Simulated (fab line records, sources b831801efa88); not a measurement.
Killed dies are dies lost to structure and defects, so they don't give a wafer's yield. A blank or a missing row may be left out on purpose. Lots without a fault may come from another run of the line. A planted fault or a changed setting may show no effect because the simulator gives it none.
fab line records | flow sky130 | part 2 of 2: steps 30 to 40 of 40
record lots=5 wafers=15 last_day=50
route steps=708 shown SONOS_TUNNEL@154 SONOS_ONO@168 GATE_OXIDE@187
lots that met no fault: from a run of the same line without faults
start_h: hours from the record's first day to the start of the lot's first wafer shown | wait_h: hours since the lot's step before | " the same as in the row above | L1.1+2: a row that stands for several wafers | - no value, or no start given | * or withheld: withheld | < > ~ a bound
route shown NAME@n: a module of which the file shows steps, and the number in the route of the first | usual: mean/standard deviation of fault-free wafers | same: alike in all rows | chamber/n: place in a boat | sites: the reading at each site | _std_site: their standard deviation | _edge_site: outer sites' mean less inner sites' | radius_mm: how far each site lies from the wafer's centre | mask NAME#n: copy n | behind: the tool/chamber that last shaped the wafer | hold: why the lot was held/for how many hours/how that ended | device: the transistor (n, p or np) that didn't switch | end of line: the same wafers' tests at the end of the route | a step without rows: its recipe alone | killed: dies lost to structure and defects at the first sort, not the wafer's yield | map: a wafer's dies, x killed, . not, _ none there
set.NAME: the setting as run; set.NAME@STEP: as run at that earlier step | model.NAME: the simulator's own value behind a step, which no gauge read
lots at some steps of the route; a table a step, a row a wafer
services: from which hour (start_h, from the record's first day; less than 0 if before it) a tool's chamber was out of use, for how many hours, and why
## steps
# step SKY_SONOS_ONO_ETCH_15
# recipe target_depth_nm=19.52 chemistry=CHF3/O2 source_w=600 bias_w=200 pressure_mtorr=40 chf3_flow_sccm=50 O2_flow_sccm=5 time_s=7.8
# usual drypump_motor_current_A=5.9/0.4 oes_product_au=0.999/0.014 throttle_valve_pct=8.824/0.0094
# columns lot.wafer tool chamber start_h wait_h drypump_motor_current_A oes_product_au rf_hours_counter_h throttle_valve_pct
L090.1 rie_diel-02 2 416.29 0.0 5.1 0.983 0 8.830
L090.3 " 3 " " 5.5 1.007 17 8.827
L090.5 " 1 " " 5.5 0.973 - 8.820
L093.1 rie_diel-02 1 442.69 0.0 5.5 0.980 2 8.809
L093.2 " 2 " " 5.0 0.982 1 8.827
L093.3 " 3 " " 5.5 1.005 18 8.831
L094.1 rie_diel-02 0 447.32 0.0 5.9 1.002 31 8.823
L094.2 " 2 " " 5.0 0.984 1 8.817
L094.5 " 1 " " 5.5 0.966 - 8.815
L096.1 rie_diel-04 0 463.27 0.0 6.1 1.013 36 8.830
L096.3 " 3 " " 6.0 0.999 3 8.836
L096.5 " 3 " " 6.0 0.998 - 8.822
L097.3 rie_diel-03 3 469.14 0.0 6.6 1.009 61 8.832
L097.4 " 0 " " 5.8 0.985 6 8.826
L097.5 " 3 " " 6.7 1.010 - 8.838
# step SKY_SONOS_ONO_WET_ETCH_16
# recipe chemistry=dHF target_depth_nm=14 dry=n2_spin target=SiO2 dilution=100:1 temp_c=25 time_s=280
# usual temp_c=25.00/0.13
# columns lot.wafer tool chamber start_h wait_h temp_c
L090.1 wet_bench-01 0 416.31 0.0 25.04
L090.3 " 0 " " 25.12
L090.5 " 0 " " 24.96
L093.1 wet_bench-01 1 442.71 0.0 25.04
L093.2 " 1 " " 25.05
L093.3 " 1 " " 24.88
L094.1 wet_bench-02 1 447.34 0.0 24.93
L094.2 " 1 " " 25.00
L094.5 " 1 " " 25.12
L096.1 wet_bench-01 2 463.29 0.0 24.84
L096.3 " 2 " " 24.86
L096.5 " 2 " " 24.77
L097.3 wet_bench-04 0 469.16 0.0 24.82
L097.4 " 0 " " 24.84
L097.5 " 0 " " 25.08
# step SKY_SONOS_ONO_STRIP_17
# recipe chemistry=O2/N2 power_w=1400 pressure_mtorr=1500 platen_temp_c=withheld o2_flow_sccm=3000 n2_flow_sccm=300 overash_fraction=0.5
# usual drypump_motor_current_A=5.6/0.33 oes_product_au=0.710/0.0047 strip_time_to_endpoint_s=14.11/0.038
# columns lot.wafer tool chamber start_h wait_h drypump_motor_current_A oes_product_au rf_hours_counter_h strip_time_to_endpoint_s
L090.1 plasma_asher-03 0 416.40 0.0 5.7 0.713 29 14.14
L090.3 " 1 " " 6.1 0.712 - 14.15
L090.5 " 1 " " 6.1 0.711 - 14.13
L093.1 plasma_asher-04 0 442.80 0.0 5.1 0.707 64 14.10
L093.2 " 1 " " 5.6 0.716 64 14.11
L093.3 " 1 " " 5.7 0.714 - 14.08
L094.1 plasma_asher-03 0 447.43 0.0 5.7 0.719 32 14.10
L094.2 " 1 " " 6.1 0.710 32 14.05
L094.5 " 1 " " 6.1 0.706 - 14.03
L096.1 plasma_asher-04 0 463.39 0.0 5.1 0.716 66 14.14
L096.3 " 1 " " 5.6 0.700 - 14.12
L096.5 " 0 " " 5.1 0.713 - 14.12
L097.3 plasma_asher-01 1 469.29 0.0 5.2 0.711 - 14.10
L097.4 " 0 " " 5.6 0.708 - 14.09
L097.5 " 1 " " 5.2 0.709 - 14.08
# step SKY_SONOS_ONO_WET_ETCH_18
# recipe chemistry=H3PO4 target_depth_nm=15 target=Si3N4 temp_c=160 time_s=172
# usual temp_c=159.98/0.14
# columns lot.wafer tool chamber start_h wait_h temp_c
L090.1 wet_bench-02 1 416.50 0.1 160.04
L090.3 " 1 " " 159.89
L090.5 " 1 " " 160.04
L093.1 wet_bench-04 3 442.90 0.1 159.80
L093.2 " 3 " " 160.03
L093.3 " 3 " " 159.90
L094.1 wet_bench-04 3 447.53 0.1 160.13
L094.2 " 3 " " 159.90
L094.5 " 3 " " 160.19
L096.1 wet_bench-04 1 463.49 0.1 160.29
L096.3 " 1 " " 160.34
L096.5 " 1 " " 159.91
L097.3 wet_bench-02 3 469.36 0.0 159.75
L097.4 " 3 " " 159.76
L097.5 " 3 " " 160.06
# step SKY_GATE_OXIDE_CLEAN_00
# recipe chemistry=SC1/SC2 mix=1:4:20 temp_c=70 time_s=150 dry=n2_spin
# usual temp_c=70.02/0.12
# columns lot.wafer tool chamber start_h wait_h temp_c
L090.1 wet_bench-02 3 416.56 0.0 70.21
L090.3 " 3 " " 70.05
L090.5 " 3 " " 69.85
L093.1 wet_bench-02 3 442.96 0.0 69.99
L093.2 " 3 " " 70.15
L093.3 " 3 " " 70.13
L094.1 wet_bench-01 2 447.59 0.0 70.27
L094.2 " 2 " " 69.94
L094.5 " 2 " " 70.02
L096.1 wet_bench-01 3 463.55 0.0 69.88
L096.3 " 3 " " 70.09
L096.5 " 3 " " 69.99
L097.3 wet_bench-04 1 469.41 0.0 69.88
L097.4 " 1 " " 70.00
L097.5 " 1 " " 69.95
# step SKY_GATE_OXIDE_OXIDATION_01
# recipe temp_c=907.1 ambient=O2 stabilise_s=600 purge_s=300 target_thk_a=102.68 ox_time_s=1473
# usual ox_temp_c=907.0/0.47 spike_tc_lower_C=908.2/1 spike_tc_top_C=917.0/2.6 zone_power_upper_pct=19.0/2.4
# columns lot.wafer tool chamber start_h wait_h ox_temp_c spike_tc_lower_C spike_tc_top_C zone_power_upper_pct
L090.1 furnace-01 0 417.39 0.8 907.4 908.6 918.9 21.0
L090.3 " 0 " " 906.9 910.6 917.2 20.8
L090.5 " 0 " " 906.9 908.9 917.8 21.2
L093.1 furnace-01 0 443.01 0.0 906.0 907.5 918.9 21.2
L093.2 " 0 " " 905.7 907.1 919.0 21.0
L093.3 " 0 " " 906.2 907.4 919.1 21.2
L094.1 furnace-01 0 447.64 0.0 906.5 907.8 919.9 21.2
L094.2 " 0 " " 906.9 907.6 918.5 21.3
L094.5 " 0 " " 906.1 908.7 919.3 20.9
L096.1 furnace-02 0 463.60 0.0 907.2 907.5 911.7 16.1
L096.3 " 0 " " 907.6 907.4 912.9 16.0
L096.5 " 0 " " 907.5 908.0 914.0 16.3
L097.3 furnace-01 0 469.93 0.5 906.9 908.5 918.8 21.1
L097.4 " 0 " " 907.1 908.6 917.9 20.9
L097.5 " 0 " " 907.4 909.2 916.8 20.7
# step SKY_GATE_OXIDE_THK_MEAS_02
# recipe reads=SiO2_of_GATE_OXIDE_OXIDATION_01
# usual GATE_OXIDE_OXIDATION_00_THK=11.10/0.2
# columns lot.wafer tool chamber start_h wait_h GATE_OXIDE_OXIDATION_00_THK[nm]
L090.1 film_metro-03 - 418.80 0.0 11.20
L090.3 " - " " 11.38
L090.5 " - " " 11.12
L093.1 film_metro-01 - 444.42 0.0 11.12
L093.2 " - " " 10.96
L093.3 " - " " 11.13
L094.1 film_metro-01 - 449.05 0.0 11.02
L094.2 " - " " 10.97
L094.5 " - " " 10.99
L096.1 film_metro-02 - 465.01 0.0 11.43
L096.3 " - " " 11.49
L096.5 " - " " 11.69
L097.3 film_metro-03 - 471.36 0.0 11.06
L097.4 " - " " 10.90
L097.5 " - " " 11.10
# step SKY_GATE_OXIDE_DEHYDRATE_03
# recipe temp_c=200 time_s=60
# columns lot.wafer tool chamber start_h wait_h
L090.1+3+5 litho_track-01 0 433.33 14.5
L093.1+2+3 litho_track-03 0 459.33 14.9
L094.1+2+5 litho_track-03 0 463.83 14.8
L096.1+3+5 litho_track-02 0 479.42 14.4
L097.3+4+5 litho_track-01 0 486.13 14.8
# step SKY_GATE_OXIDE_HMDS_04
# recipe prime_time_s=60 prime_temp_c=120
# columns lot.wafer tool chamber start_h wait_h
L090.1+3+5 litho_track-01 0 433.48 0.1
L093.1+2+3 litho_track-03 0 459.48 0.1
L094.1+2+5 litho_track-03 0 463.98 0.1
L096.1+3+5 litho_track-02 0 479.57 0.1
L097.3+4+5 litho_track-01 0 486.28 0.1
# step SKY_GATE_OXIDE_COAT_05
# recipe resist=NOVOLAK spin_rpm=3000 resist_thk_nm=1140
# columns lot.wafer tool chamber start_h wait_h
L090.1+3+5 litho_track-01 0 433.63 0.1
L093.1+2+3 litho_track-03 0 459.63 0.1
L094.1+2+5 litho_track-03 0 464.13 0.1
L096.1+3+5 litho_track-02 0 479.72 0.1
L097.3+4+5 litho_track-01 0 486.43 0.1
# step SKY_GATE_OXIDE_SOFTBAKE_06
# recipe temp_c=90 time_s=60 resist=NOVOLAK
# columns lot.wafer tool chamber start_h wait_h
L090.1+3+5 litho_track-01 0 433.78 0.1
L093.1+2+3 litho_track-03 0 459.78 0.1
L094.1+2+5 litho_track-03 0 464.28 0.1
L096.1+3+5 litho_track-02 0 479.87 0.1
L097.3+4+5 litho_track-01 0 486.58 0.1
## services
# columns tool chamber start_h hours kind
iline_stepper-01 - 344.09 1.7 pm
rie_diel-04 - 360.36 0.2 repair
plasma_asher-04 - 370.96 1.8 repair
implanter-01 - 375.27 2.4 repair
iline_stepper-01 - 376.80 11.2 repair
rie_diel-03 1 382.12 11.0 repair
implanter-04 - 383.16 4.7 repair
rie_diel-03 0 385.47 4.7 repair
wet_bench-02 - 386.07 1.3 repair
furnace-02 - 388.58 4.2 pm
plasma_asher-03 - 389.07 4.5 repair
iline_stepper-02 - 393.43 3.1 repair
wet_bench-03 - 397.94 1.7 repair
rie_diel-02 0 412.30 26.1 repair
implanter-04 - 415.00 5.0 repair
implanter-04 - 419.22 2.2 repair
iline_stepper-02 - 419.93 1.7 pm
wet_bench-02 - 434.28 3.6 repair
rie_diel-02 0 442.29 1.6 repair
iline_stepper-01 - 456.75 6.2 repair
furnace-02 - 456.88 3.3 repair
rie_diel-02 - 458.11 0.9 repair
wet_bench-02 - 461.21 4.4 pm
implanter-04 - 468.53 6.7 repair
